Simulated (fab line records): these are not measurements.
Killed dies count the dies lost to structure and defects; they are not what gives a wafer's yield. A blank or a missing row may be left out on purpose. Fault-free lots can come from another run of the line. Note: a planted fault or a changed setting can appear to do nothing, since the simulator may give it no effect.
A struck lot beside a sound one | flow gf180mcu | 18 steps out of a route of 602
Sound: these wafers, L308.2, L308.3, L308.4. The struck wafers were L304.2, L304.3, L304.5. At the end, the cause is stated.
Each step with rows lists, per side, the tool, then ch with its chambers, then its first start. Under that, the readings that differ: sound wafers | struck wafers | difference of the means | sigmas: that difference in standard deviations of wafers without a fault.
alike: same words and numbers on both sides, and readings whose means sit less than 2 such deviations apart. not compared: any withheld reading, any reading some wafer has no value for, any bound like >300 that may hide the same value, and any number with overlapping values for which the record gives no deviation.
Wherever a step has rows on one side only, a row that says differs or no value, or a row with sigmas, the two part there. When numbers do not overlap yet have no deviation, they are printed without sigmas and do not part them. Lack of a reading on every wafer of one side parts them only where that side has two or more wafers.

GF_V3_ETCH_17: etches SiO2 in C4F8/O2/Ar, stops on TiN, target depth 635 nm.
  sound on rieDiel-02 ch 0,1,2; struck on rieDiel-04 ch 1,2
  alike: oesProductAu
then, 3 steps without rows for these wafers: GF_V3_STRIP_18 (strips in O2/N2); GF_V3_STRIP_19 (strips in post etch residue remover, time 1200 s); GF_V3_CLEAN_20 (cleans in DIW).
GF_V3_SPUTTER_21: material Ti, target thk 15 nm, time 80.02 s.
  sound: pvdSputter-01 at day 26 22:51; struck: pvdSputter-02 at day 25 09:59
  alike: cathodeDcPowerW, chamberPressurePa, throttleValvePct
GF_V3_SPUTTER_22: material TiN, target thk 10 nm, time 40 s.
  sound: pvdSputter-01 at day 26 22:55; struck: pvdSputter-02 at day 25 10:03
  alike: cathodeDcPowerW, chamberPressurePa, throttleValvePct
then, 1 step without rows for these wafers: GF_V3_CVD_23 (deposits W, target thk 350 nm, time 104.9 s).
GF_V3_RS_MEAS_24: measures by four-point-probe.
  sound: filmMetro-02 at day 26 23:05; struck: filmMetro-02 at day 25 10:13
  alike: V3_W_RS
GF_V3_THK_MEAS_25: measures by xrf.
  sound: filmMetro-02 at day 26 23:11; struck: filmMetro-02 at day 25 10:20
  alike: V3_W_THK
GF_V3_CMP_26: polishes, stops on SiO2, t overpolish 15 s, target thk 0 nm.
  sound on cmp-01 ch 0,2,3, day 26 23:14; struck on cmp-02 ch 0,2, day 25 10:32
  alike: motorCurrentA, overpolishRunS, timeToEndpointS
then, 1 step without rows for these wafers: GF_M4_SPUTTER_00 (material Ti, target thk 37.5 nm, time 150 s).
GF_M4_SPUTTER_01: material TiN, target thk 30 nm, time 25 s.
  sound: pvdSputter-02 at day 26 23:38; struck: pvdSputter-02 at day 25 10:56
  alike: cathodeDcPowerW, chamberPressurePa, throttleValvePct
GF_M4_SPUTTER_02: material AlCu, target thk 450 nm, time 23.9 s.
  sound: pvdSputter-02 at day 26 23:40; struck: pvdSputter-02 at day 25 10:58
  no value came back on the struck wafers for cathodeDcPowerW (W), chamberPressurePa (Pa), throttleValvePct (%); on the sound wafers cathodeDcPowerW (W) reads 10601 10597 10602
then, 2 steps without rows for these wafers: GF_M4_SPUTTER_03 (material Ti, target thk 10 nm, time 6.7 s); GF_M4_SPUTTER_04 (material TiN, target thk 50 nm, time 41.7 s).
GF_M4_RS_MEAS_05: measures by four-point-probe.
  sound: filmMetro-02 at day 26 23:47; struck: filmMetro-03 at day 25 11:05
reading             | sound                | struck               | difference | sigmas
M4_ALCU_RS (ohm/sq) | 0.0699 0.0694 0.0698 | 7.0156 7.0193 6.9773 | +6.9344    | +99 or more
GF_M4_THK_MEAS_06: measures by xrf.
  sound: filmMetro-02 at day 26 23:53; struck: filmMetro-03 at day 25 11:11
reading          | sound       | struck   | difference | sigmas
M4_ALCU_THK (nm) | 439 441 440 | <0 <0 <0 | differs    | 
then, 1 step without rows for these wafers: GF_M4_DEHYDRATE_07 (time 60 s).

== WHERE THEY PART ==
First at GF_M4_SPUTTER_02; last, within this record, at GF_M4_THK_MEAS_06.

WHY: whatever the simulator had introduced
Whole step skipped at GF_M4_SPUTTER_02 on pvdSputter-02, starting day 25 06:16. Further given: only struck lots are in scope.
